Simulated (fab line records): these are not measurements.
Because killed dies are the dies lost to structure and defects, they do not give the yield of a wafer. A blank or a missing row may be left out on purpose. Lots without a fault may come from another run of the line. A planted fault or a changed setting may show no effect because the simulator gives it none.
Split-lot experiment / flow sky130 / 23 wafers read from 5 lots, route of 708 steps

ABOUT THE SPLIT
At SKY_METAL4_COAT_08 (resist thk 1140 nm), the setting spin-rpm was moved away from the recipe's 3000 rpm on 7 of the 23 wafers read, by -7.4% to +7.4%. All remaining wafers had this setting at the recipe value.

FROM THE SPLIT TO THE READING: what the file shows between them, 2 steps
- SKY_METAL4_ETCH_16: etches BARC in N2/H2, stops on SiO2, time 88.2 s, target depth 60 nm (also split here: time-s)
- SKY_METAL4_ETCH_17: etches SiO2 in C4F8/O2/Ar, stops on TiN, time 3.723 s, target depth 15 nm

THE READING
KrF-thick_of_METAL4_COAT_08.thk-nm (the simulator's own value, which no gauge read), in nm, at SKY_METAL4_METAL_ETCH_18 (etches the open film in Cl2/BCl3, stops on SiO2, target depth 845 nm, time 183.1 s). The file gives no usual value for it. The 16 wafers here that ran the recipe average 523.2 nm, standard deviation 11 nm.

wafer=L074.1; tool, chamber at the split=litho-track-04, 0; spin-rpm as run, rpm=3000; against the recipe=recipe; KrF-thick_of_METAL4_COAT_08.thk-nm, nm=525.4; against lot-mates on the recipe=-
wafer=L074.2; tool, chamber at the split=litho-track-04, 0; spin-rpm as run, rpm=3000; against the recipe=recipe; KrF-thick_of_METAL4_COAT_08.thk-nm, nm=542.7; against lot-mates on the recipe=-
wafer=L074.3; tool, chamber at the split=litho-track-04, 0; spin-rpm as run, rpm=3063; against the recipe=+2.1%; KrF-thick_of_METAL4_COAT_08.thk-nm, nm=535.6; against lot-mates on the recipe=-0.9
wafer=L074.5; tool, chamber at the split=litho-track-04, 0; spin-rpm as run, rpm=3063; against the recipe=+2.1%; KrF-thick_of_METAL4_COAT_08.thk-nm, nm=510.6; against lot-mates on the recipe=-25.9
wafer=L074.6; tool, chamber at the split=litho-track-04, 0; spin-rpm as run, rpm=3000; against the recipe=recipe; KrF-thick_of_METAL4_COAT_08.thk-nm, nm=541.3; against lot-mates on the recipe=-
wafer=L077.1; tool, chamber at the split=litho-track-03, 0; spin-rpm as run, rpm=3000; against the recipe=recipe; KrF-thick_of_METAL4_COAT_08.thk-nm, nm=536.3; against lot-mates on the recipe=-
wafer=L077.2; tool, chamber at the split=litho-track-03, 0; spin-rpm as run, rpm=3221; against the recipe=+7.4%; KrF-thick_of_METAL4_COAT_08.thk-nm, nm=492.8; against lot-mates on the recipe=-43.3
wafer=L077.3; tool, chamber at the split=litho-track-03, 0; spin-rpm as run, rpm=3000; against the recipe=recipe; KrF-thick_of_METAL4_COAT_08.thk-nm, nm=535.9; against lot-mates on the recipe=-
wafer=L077.4; tool, chamber at the split=litho-track-03, 0; spin-rpm as run, rpm=3221; against the recipe=+7.4%; KrF-thick_of_METAL4_COAT_08.thk-nm, nm=487.4; against lot-mates on the recipe=-48.7
wafer=L077.5; tool, chamber at the split=litho-track-03, 0; spin-rpm as run, rpm=3221; against the recipe=+7.4%; KrF-thick_of_METAL4_COAT_08.thk-nm, nm=490.8; against lot-mates on the recipe=-45.3
wafer=L079.2; tool, chamber at the split=litho-track-03, 0; spin-rpm as run, rpm=3000; against the recipe=recipe; KrF-thick_of_METAL4_COAT_08.thk-nm, nm=518; against lot-mates on the recipe=-
wafer=L079.3; tool, chamber at the split=litho-track-03, 0; spin-rpm as run, rpm=3000; against the recipe=recipe; KrF-thick_of_METAL4_COAT_08.thk-nm, nm=514.9; against lot-mates on the recipe=-
wafer=L079.4; tool, chamber at the split=litho-track-03, 0; spin-rpm as run, rpm=2778; against the recipe=-7.4%; KrF-thick_of_METAL4_COAT_08.thk-nm, nm=554.7; against lot-mates on the recipe=+39.3
wafer=L079.5; tool, chamber at the split=litho-track-03, 0; spin-rpm as run, rpm=3000; against the recipe=recipe; KrF-thick_of_METAL4_COAT_08.thk-nm, nm=513.3; against lot-mates on the recipe=-
wafer=L079.6; tool, chamber at the split=litho-track-03, 0; spin-rpm as run, rpm=2778; against the recipe=-7.4%; KrF-thick_of_METAL4_COAT_08.thk-nm, nm=553; against lot-mates on the recipe=+37.6
wafer=L080.1; tool, chamber at the split=litho-track-02, 0; spin-rpm as run, rpm=3000; against the recipe=recipe; KrF-thick_of_METAL4_COAT_08.thk-nm, nm=517.3; against lot-mates on the recipe=-
wafer=L080.2; tool, chamber at the split=litho-track-02, 0; spin-rpm as run, rpm=3000; against the recipe=recipe; KrF-thick_of_METAL4_COAT_08.thk-nm, nm=510.6; against lot-mates on the recipe=-
wafer=L080.3; tool, chamber at the split=litho-track-02, 0; spin-rpm as run, rpm=3000; against the recipe=recipe; KrF-thick_of_METAL4_COAT_08.thk-nm, nm=517.6; against lot-mates on the recipe=-
wafer=L080.4; tool, chamber at the split=litho-track-02, 0; spin-rpm as run, rpm=3000; against the recipe=recipe; KrF-thick_of_METAL4_COAT_08.thk-nm, nm=507.1; against lot-mates on the recipe=-
wafer=L080.5; tool, chamber at the split=litho-track-02, 0; spin-rpm as run, rpm=3000; against the recipe=recipe; KrF-thick_of_METAL4_COAT_08.thk-nm, nm=513; against lot-mates on the recipe=-
wafer=L082.4; tool, chamber at the split=litho-track-04, 0; spin-rpm as run, rpm=3000; against the recipe=recipe; KrF-thick_of_METAL4_COAT_08.thk-nm, nm=530.5; against lot-mates on the recipe=-
wafer=L082.5; tool, chamber at the split=litho-track-04, 0; spin-rpm as run, rpm=3000; against the recipe=recipe; KrF-thick_of_METAL4_COAT_08.thk-nm, nm=527.6; against lot-mates on the recipe=-
wafer=L082.6; tool, chamber at the split=litho-track-04, 0; spin-rpm as run, rpm=3000; against the recipe=recipe; KrF-thick_of_METAL4_COAT_08.thk-nm, nm=519.8; against lot-mates on the recipe=-

FIT RESULTS
A straight line over all 23 wafers: KrF-thick_of_METAL4_COAT_08.thk-nm changes by -4.22 nm for each +1% of spin-rpm; r = -0.82; the points scatter about the line by 11 nm.
The same after taking each lot's own level away (the mean of its wafers on the recipe; 23 wafers): -5.78 nm for each +1%; r = -0.96; scatter 5.9 nm.
On that fit, the largest move of spin-rpm shifts the reading by 43 nm.
The span of the lots' own levels, 513.12 to 536.47 nm, comes to 2.1 times the standard deviation stated above.
Thus the slope moves with the lot-to-lot level: the two fits are different.
Check: with one of the wafers moved furthest among these (-7.4%) left out of the fit, the line predicts +42.9 nm for it against its lot-mates. It came out at +39.3 nm against them.

FURTHER SPLITS ON THESE WAFERS
Other splits were also applied to these wafers ahead of the reading. Each is held against what the fit with the lots' levels taken away leaves over:
other split on the same wafers=SKY_CAPM_SOFTBAKE_08 temp-c; wafers away from the commonest value=11; r with KrF-thick_of_METAL4_COAT_08.thk-nm (lot level and that fit taken away)=+0.00
other split on the same wafers=SKY_VIA3_HDPCVD_00 sih4-flow-sccm; wafers away from the commonest value=6; r with KrF-thick_of_METAL4_COAT_08.thk-nm (lot level and that fit taken away)=-0.08
other split on the same wafers=SKY_VIA3_SPUTTER_20 time-s; wafers away from the commonest value=10; r with KrF-thick_of_METAL4_COAT_08.thk-nm (lot level and that fit taken away)=-0.09
other split on the same wafers=SKY_CAP2M_METAL_ETCH_13 icp-w; wafers away from the commonest value=11; r with KrF-thick_of_METAL4_COAT_08.thk-nm (lot level and that fit taken away)=+0.13
other split on the same wafers=SKY_METAL4_ETCH_16 time-s; wafers away from the commonest value=10; r with KrF-thick_of_METAL4_COAT_08.thk-nm (lot level and that fit taken away)=-0.15

THE WHOLE CHAIN: every reading that the file lists as answering this split, in the file's order
step=SKY_METAL4_COAT_08; what it does=resist thk 1140 nm; reading=KrF-thick_of_METAL4_COAT_08.thk-nm (the simulator's own value, which no gauge read); change (the file's fit)=-5.6 nm for each +1% of the setting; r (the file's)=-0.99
step=SKY_METAL4_METAL_ETCH_18; what it does=etches the open film in Cl2/BCl3, stops on SiO2, target depth 845 nm, time 183.1 s; reading=KrF-thick_of_METAL4_COAT_08.thk-nm (the simulator's own value, which no gauge read); change (the file's fit)=-5.73 nm for each +1% of the setting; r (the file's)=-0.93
step=SKY_METAL4_STRIP_19; what it does=strips in O2/N2; reading=strip-time-to-endpoint-s; change (the file's fit)=withheld for each +1% of the setting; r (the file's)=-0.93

FILE'S OWN FIT
KrF-thick_of_METAL4_COAT_08.thk-nm changes by -5.73 nm for each +1% of spin-rpm, r = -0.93.
